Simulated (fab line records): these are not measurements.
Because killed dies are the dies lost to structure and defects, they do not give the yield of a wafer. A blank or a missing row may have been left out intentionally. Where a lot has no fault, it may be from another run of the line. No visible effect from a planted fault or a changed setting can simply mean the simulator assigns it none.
Chamber matching || flow sky130 || 4 sister chambers for SKY_POLY_GATE_ETCH_17 on rie-si-02
The step etches poly-Si in HBr/Cl2, stops on SiO2, target depth 180 nm, time 70.5 s. 27 wafers are shown with their chamber, then 12 later ones without.

## WAFERS, EACH WITH ITS CHAMBER
{"wafer": "L074.3", "chamber": 0, "drypump-motor-current-A (A)": 6.1, "oes-product-au (a.u.)": 0.988, "throttle-valve-pct (%)": 33.678}
{"wafer": "L074.5", "chamber": 3, "drypump-motor-current-A (A)": 6.0, "oes-product-au (a.u.)": 1.000, "throttle-valve-pct (%)": 33.681}
{"wafer": "L074.6", "chamber": 0, "drypump-motor-current-A (A)": 6.1, "oes-product-au (a.u.)": 0.985, "throttle-valve-pct (%)": 33.687}
{"wafer": "L075.3", "chamber": 1, "drypump-motor-current-A (A)": 6.0, "oes-product-au (a.u.)": 0.979, "throttle-valve-pct (%)": 33.682}
{"wafer": "L075.5", "chamber": 1, "drypump-motor-current-A (A)": 6.0, "oes-product-au (a.u.)": 0.982, "throttle-valve-pct (%)": 33.665}
{"wafer": "L075.6", "chamber": 2, "drypump-motor-current-A (A)": 5.1, "oes-product-au (a.u.)": 0.981, "throttle-valve-pct (%)": 33.679}
{"wafer": "L076.2", "chamber": 2, "drypump-motor-current-A (A)": 5.2, "oes-product-au (a.u.)": 0.998, "throttle-valve-pct (%)": 33.677}
{"wafer": "L076.4", "chamber": 0, "drypump-motor-current-A (A)": 6.1, "oes-product-au (a.u.)": 0.998, "throttle-valve-pct (%)": 33.693}
{"wafer": "L076.6", "chamber": 3, "drypump-motor-current-A (A)": 5.9, "oes-product-au (a.u.)": 1.005, "throttle-valve-pct (%)": 33.676}
{"wafer": "L079.2", "chamber": 3, "drypump-motor-current-A (A)": 6.0, "oes-product-au (a.u.)": 0.988, "throttle-valve-pct (%)": 33.675}
{"wafer": "L079.5", "chamber": 2, "drypump-motor-current-A (A)": 5.2, "oes-product-au (a.u.)": 0.986, "throttle-valve-pct (%)": 33.676}
{"wafer": "L079.6", "chamber": 3, "drypump-motor-current-A (A)": 6.0, "oes-product-au (a.u.)": 0.993, "throttle-valve-pct (%)": 33.678}
{"wafer": "L081.3", "chamber": 1, "drypump-motor-current-A (A)": 5.9, "oes-product-au (a.u.)": 0.979, "throttle-valve-pct (%)": 33.698}
{"wafer": "L081.4", "chamber": 2, "drypump-motor-current-A (A)": 5.2, "oes-product-au (a.u.)": 0.979, "throttle-valve-pct (%)": 33.700}
{"wafer": "L081.6", "chamber": 3, "drypump-motor-current-A (A)": 5.9, "oes-product-au (a.u.)": 0.976, "throttle-valve-pct (%)": 33.684}
{"wafer": "L082.3", "chamber": 1, "drypump-motor-current-A (A)": 6.0, "oes-product-au (a.u.)": 0.978, "throttle-valve-pct (%)": 33.709}
{"wafer": "L082.4", "chamber": 2, "drypump-motor-current-A (A)": 5.2, "oes-product-au (a.u.)": 0.991, "throttle-valve-pct (%)": 33.671}
{"wafer": "L082.6", "chamber": 3, "drypump-motor-current-A (A)": 6.0, "oes-product-au (a.u.)": 0.992, "throttle-valve-pct (%)": 33.692}
{"wafer": "L085.1", "chamber": 3, "drypump-motor-current-A (A)": 6.0, "oes-product-au (a.u.)": 0.989, "throttle-valve-pct (%)": 33.688}
{"wafer": "L085.4", "chamber": 2, "drypump-motor-current-A (A)": 5.2, "oes-product-au (a.u.)": 0.981, "throttle-valve-pct (%)": 33.677}
{"wafer": "L085.5", "chamber": 2, "drypump-motor-current-A (A)": 5.2, "oes-product-au (a.u.)": 0.992, "throttle-valve-pct (%)": 33.677}
{"wafer": "L087.1", "chamber": 2, "drypump-motor-current-A (A)": 5.2, "oes-product-au (a.u.)": 0.977, "throttle-valve-pct (%)": 33.668}
{"wafer": "L087.3", "chamber": 0, "drypump-motor-current-A (A)": 6.1, "oes-product-au (a.u.)": 0.982, "throttle-valve-pct (%)": 33.683}
{"wafer": "L087.5", "chamber": 1, "drypump-motor-current-A (A)": 6.0, "oes-product-au (a.u.)": 0.966, "throttle-valve-pct (%)": 33.678}
{"wafer": "L089.1", "chamber": 0, "drypump-motor-current-A (A)": 6.1, "oes-product-au (a.u.)": 0.996, "throttle-valve-pct (%)": 33.672}
{"wafer": "L089.4", "chamber": 2, "drypump-motor-current-A (A)": 5.2, "oes-product-au (a.u.)": 0.974, "throttle-valve-pct (%)": 33.678}
{"wafer": "L089.5", "chamber": 0, "drypump-motor-current-A (A)": 6.1, "oes-product-au (a.u.)": 0.989, "throttle-valve-pct (%)": 33.694}

SIGNATURES (averages over the wafers above)
{"reading": "drypump-motor-current-A", "chamber 0": 6.100, "chamber 1": 5.980, "chamber 2": 5.189, "chamber 3": 5.971, "scatter within a chamber": 0.0368}
{"reading": "oes-product-au", "chamber 0": 0.98967, "chamber 1": 0.97680, "chamber 2": 0.98433, "chamber 3": 0.99186, "scatter within a chamber": 0.00771}
{"reading": "throttle-valve-pct", "chamber 0": 33.68450, "chamber 1": 33.68640, "chamber 2": 33.67811, "chamber 3": 33.68200, "scatter within a chamber": 0.0103}
Rule: for each reading, subtract the chamber's mean from the wafer's reading, divide by that reading's scatter and square the result; add these up over the readings and take the root, which gives the wafer's distance from the chamber. The wafer belongs to the nearest chamber; if the next one is less than 2 further off, it can't be placed. The scatter: the root of (the sum of the squares of (reading less its chamber's mean) over the shown wafers, divided by (wafers less chambers)).

## WAFERS MISSING THEIR CHAMBER
{"wafer": "L091.2", "drypump-motor-current-A (A)": 5.2, "oes-product-au (a.u.)": 0.981, "throttle-valve-pct (%)": 33.695}
{"wafer": "L091.3", "drypump-motor-current-A (A)": 6.0, "oes-product-au (a.u.)": 0.987, "throttle-valve-pct (%)": 33.683}
{"wafer": "L091.4", "drypump-motor-current-A (A)": 5.9, "oes-product-au (a.u.)": 0.987, "throttle-valve-pct (%)": 33.695}
{"wafer": "L097.1", "drypump-motor-current-A (A)": 6.0, "oes-product-au (a.u.)": 0.979, "throttle-valve-pct (%)": 33.686}
{"wafer": "L097.2", "drypump-motor-current-A (A)": 5.2, "oes-product-au (a.u.)": 0.984, "throttle-valve-pct (%)": 33.687}
{"wafer": "L097.4", "drypump-motor-current-A (A)": 6.0, "oes-product-au (a.u.)": 0.975, "throttle-valve-pct (%)": 33.690}
{"wafer": "L095.1", "drypump-motor-current-A (A)": 6.0, "oes-product-au (a.u.)": 0.978, "throttle-valve-pct (%)": 33.674}
{"wafer": "L095.3", "drypump-motor-current-A (A)": 6.0, "oes-product-au (a.u.)": 0.990, "throttle-valve-pct (%)": 33.684}
{"wafer": "L095.6", "drypump-motor-current-A (A)": 5.2, "oes-product-au (a.u.)": 0.974, "throttle-valve-pct (%)": 33.689}
{"wafer": "L096.2", "drypump-motor-current-A (A)": 5.2, "oes-product-au (a.u.)": 0.983, "throttle-valve-pct (%)": 33.690}
{"wafer": "L096.3", "drypump-motor-current-A (A)": 6.1, "oes-product-au (a.u.)": 0.978, "throttle-valve-pct (%)": 33.688}
{"wafer": "L096.4", "drypump-motor-current-A (A)": 6.0, "oes-product-au (a.u.)": 0.993, "throttle-valve-pct (%)": 33.684}

## WHICH CHAMBER EACH ONE RAN IN
{"wafer": "L091.2", "from the rows above": 2, "in truth": 2}
{"wafer": "L091.3", "from the rows above": "can't be placed: 3 or 1 or 0", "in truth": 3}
{"wafer": "L091.4", "from the rows above": "can't be placed: 3 or 1", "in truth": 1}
{"wafer": "L097.1", "from the rows above": "can't be placed: 1 or 3", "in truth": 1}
{"wafer": "L097.2", "from the rows above": 2, "in truth": 2}
{"wafer": "L097.4", "from the rows above": "can't be placed: 1 or 3", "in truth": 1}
{"wafer": "L095.1", "from the rows above": "can't be placed: 1 or 3 or 0", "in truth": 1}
{"wafer": "L095.3", "from the rows above": "can't be placed: 3 or 1 or 0", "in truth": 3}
{"wafer": "L095.6", "from the rows above": 2, "in truth": 2}
{"wafer": "L096.2", "from the rows above": 2, "in truth": 2}
{"wafer": "L096.3", "from the rows above": "can't be placed: 0 or 1", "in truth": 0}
{"wafer": "L096.4", "from the rows above": "can't be placed: 3 or 1 or 0", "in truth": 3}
Correctly placed: 4 of 12. These rows do not allow placing 8 (true chamber among the candidates in 8). Placed wrongly: 0.
